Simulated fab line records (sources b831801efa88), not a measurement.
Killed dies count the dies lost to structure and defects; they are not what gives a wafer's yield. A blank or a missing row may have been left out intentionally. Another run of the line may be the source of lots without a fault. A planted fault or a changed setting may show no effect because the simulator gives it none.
Which of the tools did it?	flow sky130	Sampling: 6 lots, 18 wafers, 2 of 708 route steps

## WHAT EACH GAUGE READ, for each wafer
SKY_FIELD_ISO_CD_MEAS_13: the cd target is 150 nm.
lot	measured	on	cd_nm (nm)
L500	day 2 15:37	cd_sem-02	151.8 149.8 152.1
L502	day 3 02:37	cd_sem-01	149.1 150.9 148.2
L509	day 4 12:04	cd_sem-01	150.4 150.4 150.5
L514	day 5 18:41	cd_sem-02	141.2 142.8 141.5 141.3 142.8 141.8
L517	day 6 06:46	cd_sem-02	152.2 151.6 152.4
L519	day 6 17:46	cd_sem-01	153.2 152.8 152.8

## WHICH TOOL RAN EACH LOT (tool, then ch and the chambers of the sampled wafers, then the start)
lot	SKY_FIELD_ISO_EXPOSE_10
L500	krf_scanner-02 ch 0, day 2 08:41
L502	krf_scanner-02 ch 0, day 2 19:14
L509	krf_scanner-01 ch 0, day 4 05:23
L514	krf_scanner-01 ch 0, day 5 09:16
L517	krf_scanner-01 ch 0, day 5 21:57
L519	krf_scanner-01 ch 0, day 6 09:05
- SKY_FIELD_ISO_EXPOSE_10: exposes mask FOM, target cd 150 nm.

## THE ANSWER, worked out from the rows above alone
Rule: the lots themselves supply what counts as usual. Put in order of their means at a reading, lots are off if they are a third of the lots or fewer, leave a main group of 4 or more, and stand apart from it by a gap of 3 or more times the standard deviation of the main group's means; of several such gaps the widest counts. The tables above print the reading to a certain number of digits; a main group whose means all agree to those digits is not used. A lot without any number at a reading at which 4 lots or more have one is off too. Where the step has rows for the other lots, those lots are counted as sound.
Off: L514, at SKY_FIELD_ISO_CD_MEAS_13 (cd_nm). The main group has a mean of 151.2 nm with a standard deviation of 1.2.
If a tool, at a process step before that reading, ran all the lots that are off and no sound lot after the first of them, it fits. Gauges at SKY_FIELD_ISO_CD_MEAS_13: tried the same way as those tools. Of those tried, none fits.

## WHAT THE SIMULATOR PUT IN
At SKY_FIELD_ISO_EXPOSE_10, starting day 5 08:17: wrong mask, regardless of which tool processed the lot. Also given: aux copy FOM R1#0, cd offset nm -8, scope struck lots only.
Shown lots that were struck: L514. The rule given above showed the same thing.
